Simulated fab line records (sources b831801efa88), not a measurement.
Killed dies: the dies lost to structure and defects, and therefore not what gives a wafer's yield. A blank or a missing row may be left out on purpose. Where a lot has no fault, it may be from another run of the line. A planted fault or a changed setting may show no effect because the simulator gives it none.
Which tool is to blame? | flow gf180mcu | 11 lots with 33 wafers sampled at 4 steps, on a route of 602 steps

WHAT EACH GAUGE READ, for each wafer
GF_M3_CD_MEAS_14: target cd 280 nm. Usual: cd-nm reads 279.9 nm (standard deviation 1.2).
lot  | measured     | on        | cd-nm (nm)        | flag
L808 | day 21 03:16 | cd-sem-01 | 280.4 280.7 279.7 |
L809 | day 21 13:43 | cd-sem-02 | 279.9 280.6 279.7 |
L810 | day 21 21:56 | cd-sem-02 | 277.3 279.0 278.8 |
L812 | day 23 00:10 | cd-sem-02 | 281.9 279.9 279.6 |
L816 | day 24 22:36 | cd-sem-02 | 280.0 277.7 279.2 |
L817 | day 25 02:20 | cd-sem-02 | 280.0 280.1 280.3 |
L827 | day 27 20:03 | cd-sem-02 | 281.4 283.0 284.2 |
L828 | day 28 00:40 | cd-sem-01 | 281.1 281.4 280.3 |
L830 | day 28 18:31 | cd-sem-01 | 280.4 280.0 279.2 |
L829 | day 28 18:55 | cd-sem-02 | 278.8 278.9 279.3 |
L831 | day 28 21:55 | cd-sem-02 | 278.0 279.1 277.5 |

GF_V3_THK_MEAS_03. Usual: V3_CVD_02_THK 851 nm, standard deviation 11.
lot  | measured     | on            | V3_CVD_02_THK (nm) | flag
L808 | day 21 04:16 | film-metro-01 | 850 867 860        |
L809 | day 21 14:44 | film-metro-03 | 858 867 865        |
L810 | day 21 22:58 | film-metro-01 | 844 860 860        |
L812 | day 23 01:35 | film-metro-04 | 848 852 844        |
L816 | day 24 23:36 | film-metro-03 | 843 1209 1225      | OFF
L817 | day 25 03:22 | film-metro-04 | 854 1228 1223      | OFF
L827 | day 27 21:09 | film-metro-03 | 842 847 853        |
L828 | day 28 01:40 | film-metro-03 | 831 851 847        |
L830 | day 28 19:34 | film-metro-04 | 833 856 852        |
L829 | day 28 19:56 | film-metro-03 | 841 857 855        |
L831 | day 28 22:58 | film-metro-03 | 845 857 851        |

EACH LOT AND THE TOOL THAT RAN IT (in order: tool; ch and the chambers of the sampled wafers; start)
lot  | GF_M3_STRIP_17                       | GF_V3_CVD_02
L808 | plasma-asher-04 ch 0,1, day 21 03:32 | pecvd-04 ch 0,2, day 21 04:12
L809 | plasma-asher-04 ch 0,1, day 21 14:01 | pecvd-04 ch 0,1,2, day 21 14:39
L810 | plasma-asher-02 ch 0,1, day 21 22:14 | pecvd-04 ch 0,1,2, day 21 22:53
L812 | plasma-asher-04 ch 0,1, day 23 00:25 | pecvd-02 ch 0,1, day 23 01:30
L816 | plasma-asher-04 ch 0,1, day 24 22:51 | pecvd-04 ch 1,2, day 24 23:32
L817 | plasma-asher-04 ch 0,1, day 25 02:35 | pecvd-04 ch 1,2, day 25 03:17
L827 | plasma-asher-04 ch 0,1, day 27 20:19 | pecvd-03 ch 0,1, day 27 21:05
L828 | plasma-asher-02 ch 0,1, day 28 00:55 | pecvd-02 ch 0,1, day 28 01:35
L830 | plasma-asher-02 ch 0,1, day 28 18:46 | pecvd-04 ch 0,2, day 28 19:29
L829 | plasma-asher-01 ch 1, day 28 19:09   | pecvd-02 ch 0,1,2, day 28 19:52
L831 | plasma-asher-01 ch 0,1, day 28 22:10 | pecvd-03 ch 0,2, day 28 22:52
- GF_M3_STRIP_17: strips in O2/N2.
- GF_V3_CVD_02: deposits SiO2 from TEOS, target thk 850 nm, time 94.851 s.

AS READ BY THE TOOLS THEMSELVES (means over the sampled wafers that have a number; for cases with no such wafer, the mark the record gives instead)
GF_M3_STRIP_17. Usual: drypump-motor-current-A 5.8 A, standard deviation 0.47; heater-power-w 342 W, standard deviation 46; oes-product-au 0.561 a.u., standard deviation 0.0052; strip-time-to-endpoint-s 7.94 s, standard deviation 0.03.
lot  | tool            | drypump-motor-current-A (A) | heater-power-w (W) | oes-product-au (a.u.) | strip-time-to-endpoint-s (s) | flag
L808 | plasma-asher-04 | 6.0                         | 300                | 0.567                 | 7.97                         |
L809 | plasma-asher-04 | 6.0                         | 299                | 0.567                 | 7.96                         |
L810 | plasma-asher-02 | 6.0                         | 388                | 0.557                 | 7.91                         |
L812 | plasma-asher-04 | 5.7                         | 304                | 0.560                 | 7.93                         |
L816 | plasma-asher-04 | 5.7                         | 306                | 0.553                 | 7.93                         |
L817 | plasma-asher-04 | 5.7                         | 306                | 0.558                 | 7.91                         |
L827 | plasma-asher-04 | 6.1                         | 298                | 0.556                 | 7.94                         |
L828 | plasma-asher-02 | 6.1                         | 395                | 0.560                 | 7.93                         |
L830 | plasma-asher-02 | 6.0                         | 380                | 0.560                 | 7.94                         |
L829 | plasma-asher-01 | 5.1                         | 385                | 0.560                 | 7.94                         |
L831 | plasma-asher-01 | 5.3                         | 359                | 0.556                 | 7.93                         |

GF_V3_CVD_02. Usual: heater-power-w reads 681 W (standard deviation 140).
lot  | tool     | heater-power-w (W) | flag
L808 | pecvd-04 | 652                |
L809 | pecvd-04 | 631                |
L810 | pecvd-04 | 615                |
L812 | pecvd-02 | 623                |
L816 | pecvd-04 | 631                |
L817 | pecvd-04 | 638                |
L827 | pecvd-03 | 651                |
L828 | pecvd-02 | 692                |
L830 | pecvd-04 | 554                |
L829 | pecvd-02 | 732                |
L831 | pecvd-03 | 640                |

THE ANSWER, worked out from the rows above alone
Rule: lot off if the mean of its wafers having a number is beyond 3 standard deviations from the usual mean. A lot without any number at a reading at which 4 lots or more have one is off too. Any other lot the step has rows for is counted as sound. First the gauges in route order, then the tools' own readings, where a lot's mean is used as printed above. At the first step where some lot is off, the reading lying furthest off is the one used; lots without a number count as furthest.
Off: at GF_V3_THK_MEAS_03 (V3_CVD_02_THK), L816, L817.
A tool fits if, at a process step before that reading, it ran every lot that is off, and no sound lot after the first of them. The gauges at GF_V3_THK_MEAS_03 are tried like those tools. No candidate that was tried fits.

WHAT THE SIMULATOR PUT IN
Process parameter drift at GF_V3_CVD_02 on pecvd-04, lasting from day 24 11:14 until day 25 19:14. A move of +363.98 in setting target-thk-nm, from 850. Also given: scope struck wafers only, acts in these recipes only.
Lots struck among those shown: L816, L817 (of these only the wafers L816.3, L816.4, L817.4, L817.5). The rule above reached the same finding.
